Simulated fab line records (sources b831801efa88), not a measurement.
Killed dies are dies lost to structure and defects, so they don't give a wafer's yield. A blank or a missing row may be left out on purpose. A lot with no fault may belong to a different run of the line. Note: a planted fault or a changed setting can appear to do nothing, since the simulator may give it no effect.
Struck lot and sound lot, side by side | flow sky130 | 44 out of 708 route steps
Sound: the wafers L986.1, L986.2, L986.5. Struck: wafer L998.5; the same lot's L998.4 was not struck, so it is left out; see the end for the cause.
At each step with rows: each side's tool, then ch and its chambers, then its first start. Under that, the readings that differ: sound wafers | struck wafers | difference of the means | sigmas: that difference in standard deviations of wafers without a fault.
alike: words and numbers the same on both sides, and readings whose means are apart by under 2 such deviations; not compared: readings that were withheld, readings missing a value for some wafer, numbers with overlapping values and no deviation given by the record, and bounds like >300 which may hide the same value.
Wherever a step has rows on one side only, a row that says differs or no value, or a row with sigmas, the two part there. Numbers that don't overlap but have no deviation are shown without sigmas and don't part them. A reading missing from all wafers of one side parts the sides only when that side holds two or more wafers.

first, 4 steps without rows for these wafers: SKY_VIA2_STRIP_17 (strips in post etch residue remover, time 1200 s); SKY_VIA2_CLEAN_18 (cleans in IPA, time 180 s); SKY_VIA2_CLEAN_19 (cleans in O3/DIW); SKY_VIA2_SPUTTER_20 (material TiN, target thk 20 nm, time 80 s).
SKY_VIA2_CVD_21: deposits W, target thk 420 nm, time 126.4 s.
  sound on cvd_w-01 ch 0,1, day 39 02:41; struck on cvd_w-01 ch 1, day 42 09:41
  alike: heater_power_w
SKY_VIA2_RS_MEAS_22: a four-point-probe measurement.
  sound: film_metro-02 at day 39 02:49; struck: film_metro-01 at day 42 09:50
  alike: VIA2_W_RS
SKY_VIA2_THK_MEAS_23: measures by xrf.
  sound: film_metro-02 at day 39 02:56; struck: film_metro-01 at day 42 09:56
  alike: VIA2_W_THK
then, 2 steps without rows for these wafers: SKY_VIA2_CMP_24 (polishes, stops on SiO2, t overpolish 20 s, target thk 0 nm); SKY_METAL3_SPUTTER_00 (material Ti, target thk 15 nm, time 10 s).
SKY_METAL3_SPUTTER_01: material TiN, target thk 20 nm, time 16.7 s.
  sound: pvd_sputter-02 at day 39 03:20; struck: pvd_sputter-02 at day 42 10:17
  alike: throttle_valve_pct
then, 1 step without rows for these wafers: SKY_METAL3_SPUTTER_02 (material AlCu, target thk 735 nm, time 39.1 s).
SKY_METAL3_SPUTTER_03: material Ti, target thk 5 nm, time 3.3 s.
  sound: pvd_sputter-02 at day 39 03:24; struck: pvd_sputter-02 at day 42 10:20
  alike: throttle_valve_pct
SKY_METAL3_SPUTTER_04: material TiN, target thk 70 nm, time 58.3 s.
  sound: pvd_sputter-02 at day 39 03:25; struck: pvd_sputter-02 at day 42 10:22
  reading                                    | sound          | struck | difference | sigmas
  model.TiN_of_METAL3_SPUTTER_04.thk_nm (nm) | 68.24 68.19 69 | 19.86  | -48.62     |
  alike: throttle_valve_pct
SKY_CAPM_CVD_00: deposits SiO2, target thk 15.5 nm.
  sound on pecvd-02 ch 1,2, day 39 03:28; struck on pecvd-02 ch 0, day 42 10:25
  alike: heater_power_w
SKY_CAPM_THK_MEAS_01:
  sound: film_metro-02 at day 39 03:29; struck: film_metro-02 at day 42 10:28
  alike: CAPM_CVD_00_THK
SKY_CAPM_SPUTTER_02: material TiN, target thk 200 nm, time 166.7 s.
  sound: pvd_sputter-04 at day 39 03:33; struck: pvd_sputter-01 at day 42 10:29
  reading              | sound                | struck | difference | sigmas
  substrate_temp_c (C) | 299.96 299.88 299.73 | 300.26 | +0.40      | +2
  alike: throttle_valve_pct
SKY_CAPM_RS_MEAS_03: a four-point-probe measurement.
  sound: film_metro-03 at day 39 03:40; struck: film_metro-03 at day 42 10:40
  alike: CAPM_TIN_RS
SKY_CAPM_THK_MEAS_04: measures by xrf.
  sound: film_metro-03 at day 39 03:47; struck: film_metro-03 at day 42 10:45
  alike: CAPM_TIN_THK
then, 7 steps without rows for these wafers: SKY_CAPM_DEHYDRATE_05 (time 60 s); SKY_CAPM_HMDS_06 (prime time 60 s); SKY_CAPM_COAT_07 (resist thk 1140 nm); SKY_CAPM_SOFTBAKE_08 (time 60 s); SKY_CAPM_EXPOSE_09 (exposes mask CAPM, target cd 1000 nm); SKY_CAPM_PEB_10; SKY_CAPM_DEVELOP_11 (develop time 60 s).
SKY_CAPM_OVL_MEAS_12:
  sound: overlay-01 at day 40 04:04; struck: overlay-02 at day 43 09:47
  alike: CAPM_OVL
then, 13 steps without rows for these wafers: SKY_CAPM_METAL_ETCH_13 (etches TiN in Cl2/BCl3, stops on SiO2, target depth 220 nm, time 62.9 s); SKY_CAPM_STRIP_14 (strips in O2/N2); SKY_CAPM_STRIP_15 (strips in post etch residue remover, time 1200 s); SKY_CAPM_CLEAN_16 (cleans in IPA, time 180 s); SKY_CAPM_CLEAN_17 (cleans in O3/DIW); SKY_METAL3_DEHYDRATE_05 (time 60 s); SKY_METAL3_HMDS_06 (prime time 60 s); SKY_METAL3_COAT_07 (resist thk 60 nm); SKY_METAL3_COAT_08 (resist thk 1140 nm); SKY_METAL3_SOFTBAKE_09 (time 90 s); SKY_METAL3_EXPOSE_10 (exposes mask MM3, target cd 300 nm); SKY_METAL3_PEB_11; SKY_METAL3_DEVELOP_12 (develop time 60 s).
SKY_METAL3_CD_MEAS_13 targets a cd of 300 nm.
  sound: cd_sem-02 at day 41 05:18; struck: cd_sem-01 at day 44 09:17
  reading    | sound             | struck | difference | sigmas
  cd_nm (nm) | 302.4 301.4 302.3 | 298.1  | -3.9       | -2
SKY_METAL3_OVL_MEAS_14:
  sound: overlay-02 at day 41 05:25; struck: overlay-02 at day 44 09:21
  alike: METAL3_OVL
then, 1 step without rows for these wafers: SKY_METAL3_DESCUM_15 (chemistry O2, time 8 s).
SKY_METAL3_METAL_ETCH_18: etches the open film in Cl2/BCl3, stops on SiO2, target depth 845 nm, time 183.1 s.
  sound on rie_metal-02 ch 0,1, day 41 05:36; struck on rie_metal-01 ch 1, day 44 09:35
  reading                     | sound             | struck | difference | sigmas
  drypump_motor_current_A (A) | 5.4 5.0 5.0       | 6.4    | +1.3       | +3
  oes_product_au (a.u.)       | 0.862 0.857 0.853 | 0.837  | -0.020     | -3
  alike: throttle_valve_pct
  not compared: rf_hours_counter_h
-- the record jumps here: 6 days lie between the struck wafers' starts before and after (it left off in module METAL3 and takes up again in module PAD_OPEN, whose first step shown is number 708 of the route) --
SKY_PAD_OPEN_PROBE_99:
  sound: prober-02 at day 48 01:05; struck: prober-02 at day 50 10:56
  reading                       | sound             | struck                   | difference                   | sigmas
  hold                          | - - -             | await_dispo/2.6h/release | no value on the sound wafers |
  defect_limited_yield (%)      | 84.8 83.9 85.6    | 80.5                     | -4.3                         | -2
  killed_at_contacts            | 21 20 14          | 30                       | +12                          | +2
  killed_dies                   | 75 79 71          | 96                       | +21                          | +2
  killed_short                  | 37 39 30          | 49                       | +14                          | +2
  sort_bin_6_memory (%)         | 4.9 5.9 4.5       | 9.1                      | +4.0                         | +3
  sort_n_pass                   | 417 413 421       | 396                      | -21                          | -2
  sort_yield_pct (%)            | 84.8 83.9 85.6    | 80.5                     | -4.3                         | -2
  model.etest.via3_chain.rc_ohm | 10.36 10.29 10.49 | 8.37                     | -2.01                        |
  alike: killed_at_M0_to_M3, killed_at_M4_up, killed_at_front_end, killed_at_other, killed_open, sort_bin_3_pad_short, sort_bin_5_function

WHERE THEY PART
At SKY_CAPM_SPUTTER_02 first; at SKY_PAD_OPEN_PROBE_99 last (within this record only).

WHY: what had been put in by the simulator
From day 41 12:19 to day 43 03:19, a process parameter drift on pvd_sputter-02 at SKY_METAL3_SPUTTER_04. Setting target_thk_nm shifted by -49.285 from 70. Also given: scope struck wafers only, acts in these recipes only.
